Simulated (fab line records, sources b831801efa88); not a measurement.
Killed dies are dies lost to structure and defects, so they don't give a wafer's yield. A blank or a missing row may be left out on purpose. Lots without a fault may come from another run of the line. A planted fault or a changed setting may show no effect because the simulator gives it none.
Which tool did it? | flow sky130 | 13 lots, 39 wafers sampled, at 5 steps of a route of 708

WHAT THE GAUGES READ, wafer by wafer
SKY_SONOS_TUNNEL_OVL_MEAS_08.
lot  | measured     | on         | SONOS_TUNNEL_OVL (nm)
L365 | day 11 19:31 | overlay-01 | 2.3 -1.2 2.0
L367 | day 12 11:41 | overlay-02 | 0.8 0.5 2.3
L366 | day 12 13:19 | overlay-01 | -0.5 0.2 -0.6
L369 | day 12 18:49 | overlay-01 | 0.7 1.0 0.1
L372 | day 13 18:38 | overlay-02 | 0.4 1.9 -1.0
L374 | day 14 08:41 | overlay-02 | -0.3 -0.5 -2.3
L376 | day 14 19:46 | overlay-01 | 1.4 0.5 1.4
L377 | day 15 11:28 | overlay-01 | -1.4 -0.9 -0.9
L379 | day 15 20:49 | overlay-02 | 0.1 0.4 0.0
L380 | day 16 04:17 | overlay-01 | 0.9 1.8 0.1
L383 | day 17 11:25 | overlay-01 | 0.7 -0.5 -1.2
L385 | day 17 22:28 | overlay-01 | 1.0 1.3 1.1
L386 | day 18 07:25 | overlay-02 | 2.2 1.5 0.9

SKY_GATE_OXIDE_OVL_MEAS_10.
lot  | measured     | on         | GATE_OXIDE_OVL (nm)
L365 | day 14 04:58 | overlay-01 | 0.0 1.1 -1.1
L367 | day 14 22:18 | overlay-02 | 0.9 -0.2 0.7
L366 | day 14 23:30 | overlay-01 | -2.1 -0.7 -1.9
L369 | day 15 06:42 | overlay-02 | 1.3 2.2 0.7
L372 | day 16 09:00 | overlay-01 | -1.8 1.1 0.9
L374 | day 16 21:23 | overlay-02 | 0.6 -2.5 -0.1
L376 | day 17 10:16 | overlay-01 | 2.2 0.6 1.4
L377 | day 18 03:03 | overlay-02 | 0.1 -1.6 -1.8
L379 | day 18 12:11 | overlay-01 | 1.4 0.3 2.8
L380 | day 18 22:04 | overlay-01 | 1.7 0.5 1.0
L383 | day 20 09:51 | overlay-01 | 1.1 -0.9 1.0
L385 | day 20 23:57 | overlay-02 | -0.4 0.1 0.5
L386 | day 21 08:26 | overlay-01 | 0.9 0.0 -1.7

SKY_POLY_GATE_CD_MEAS_13: target cd 150 nm.
lot  | measured     | on        | cd_nm (nm)
L365 | day 17 20:37 | cd_sem-02 | 147.9 148.7 148.8
L367 | day 17 22:01 | cd_sem-02 | 146.9 147.9 147.2
L366 | day 17 21:25 | cd_sem-01 | 149.6 150.4 150.2
L369 | day 17 23:19 | cd_sem-01 | 148.0 148.6 149.5
L372 | day 19 03:52 | cd_sem-01 | 148.9 150.1 149.1
L374 | day 19 16:54 | cd_sem-02 | 150.3 150.0 150.3
L376 | day 20 05:10 | cd_sem-02 | 148.6 148.3 147.1
L377 | day 20 21:44 | cd_sem-01 | 161.9 161.4 160.5
L379 | day 21 08:11 | cd_sem-02 | 149.9 150.5 149.4
L380 | day 21 17:38 | cd_sem-02 | 150.2 150.6 152.0
L383 | day 23 05:18 | cd_sem-02 | 148.2 149.4 149.6
L385 | day 23 17:14 | cd_sem-02 | 152.2 151.5 151.7
L386 | day 24 02:17 | cd_sem-01 | 151.1 149.7 150.4

WHICH TOOL RAN EACH LOT (tool, then ch and the chambers of the sampled wafers, then the start)
lot  | SKY_VT_ADJUST_HVTR_STRIP_10          | SKY_POLY_GATE_EXPOSE_10
L365 | plasma_asher-01 ch 0,1, day 9 20:11  | krf_scanner-01 ch 0, day 17 05:58
L367 | plasma_asher-04 ch 0,1, day 10 11:33 | krf_scanner-01 ch 0, day 17 07:08
L366 | plasma_asher-04 ch 0,1, day 10 13:24 | krf_scanner-02 ch 0, day 17 06:53
L369 | plasma_asher-01 ch 0,1, day 10 18:48 | krf_scanner-01 ch 0, day 17 08:38
L372 | plasma_asher-01 ch 0,1, day 11 16:40 | krf_scanner-02 ch 0, day 18 12:56
L374 | plasma_asher-04 ch 0,1, day 12 06:01 | krf_scanner-02 ch 0, day 19 01:34
L376 | plasma_asher-01 ch 0,1, day 12 16:42 | krf_scanner-02 ch 0, day 19 13:34
L377 | plasma_asher-01 ch 0,1, day 13 08:00 | krf_scanner-02 ch 0, day 20 06:49
L379 | plasma_asher-01 ch 0,1, day 13 16:34 | krf_scanner-01 ch 0, day 20 16:59
L380 | plasma_asher-01 ch 0,1, day 13 22:53 | krf_scanner-02 ch 0, day 21 02:46
L383 | plasma_asher-02 ch 0,1, day 15 03:42 | krf_scanner-01 ch 0, day 22 14:25
L385 | plasma_asher-01 ch 0,1, day 15 12:54 | krf_scanner-01 ch 0, day 23 02:27
L386 | plasma_asher-04 ch 1, day 15 20:22   | krf_scanner-02 ch 0, day 23 10:52
- SKY_VT_ADJUST_HVTR_STRIP_10: strips in O2/N2.
- SKY_POLY_GATE_EXPOSE_10: exposes mask P1M, target cd 150 nm.

WHAT THE TOOLS THEMSELVES READ (means of the sampled wafers that have a number; where no wafer has one, the mark that the record gives instead)
SKY_VT_ADJUST_HVTR_STRIP_10.
lot  | tool            | drypump_motor_current_A (A) | oes_product_au (a.u.) | strip_time_to_endpoint_s (s)
L365 | plasma_asher-01 | 5.9                         | 0.714                 | 14.21
L367 | plasma_asher-04 | 6.0                         | 0.715                 | 14.19
L366 | plasma_asher-04 | 6.3                         | 0.720                 | 14.17
L369 | plasma_asher-01 | 5.8                         | 0.716                 | 14.23
L372 | plasma_asher-01 | 5.9                         | 0.715                 | 14.17
L374 | plasma_asher-04 | 6.0                         | 0.716                 | 14.22
L376 | plasma_asher-01 | 5.9                         | 0.714                 | 14.11
L377 | plasma_asher-01 | 5.9                         | 0.719                 | 14.16
L379 | plasma_asher-01 | 5.9                         | 0.715                 | 14.20
L380 | plasma_asher-01 | 5.9                         | 0.711                 | 14.12
L383 | plasma_asher-02 | 6.6                         | 0.719                 | 14.16
L385 | plasma_asher-01 | 5.8                         | 0.714                 | 14.21
L386 | plasma_asher-04 | 6.6                         | 0.717                 | 14.17

THE ANSWER, worked out from the rows above alone
Rule: what is usual is taken from the lots themselves. Put in order of their means at a reading, lots are off if they are a third of the lots or fewer, leave a main group of 4 or more, and stand apart from it by a gap of 3 or more times the standard deviation of the main group's means; of several such gaps the widest counts. A main group whose means are all the same, to the digits that the tables above print for the reading, isn't used. A lot without any number at a reading at which 4 lots or more have one is off too. The other lots that the step has rows for count as sound. The gauges are gone through in route order, then the tools' own readings, and for those a lot's mean is taken as printed above. The first step at which some lot is off is used, and at that step the reading that is off furthest; a lot without a number counts as furthest.
Off: L377, at SKY_POLY_GATE_CD_MEAS_13 (cd_nm). The main group: mean 149.5 nm, standard deviation 1.2.
A tool fits if, at a process step before that reading, it ran every lot that is off, and no sound lot after the first of them. The gauges at SKY_POLY_GATE_CD_MEAS_13 are tried like those tools. None of those tried fits.

WHAT THE SIMULATOR HAD PUT IN
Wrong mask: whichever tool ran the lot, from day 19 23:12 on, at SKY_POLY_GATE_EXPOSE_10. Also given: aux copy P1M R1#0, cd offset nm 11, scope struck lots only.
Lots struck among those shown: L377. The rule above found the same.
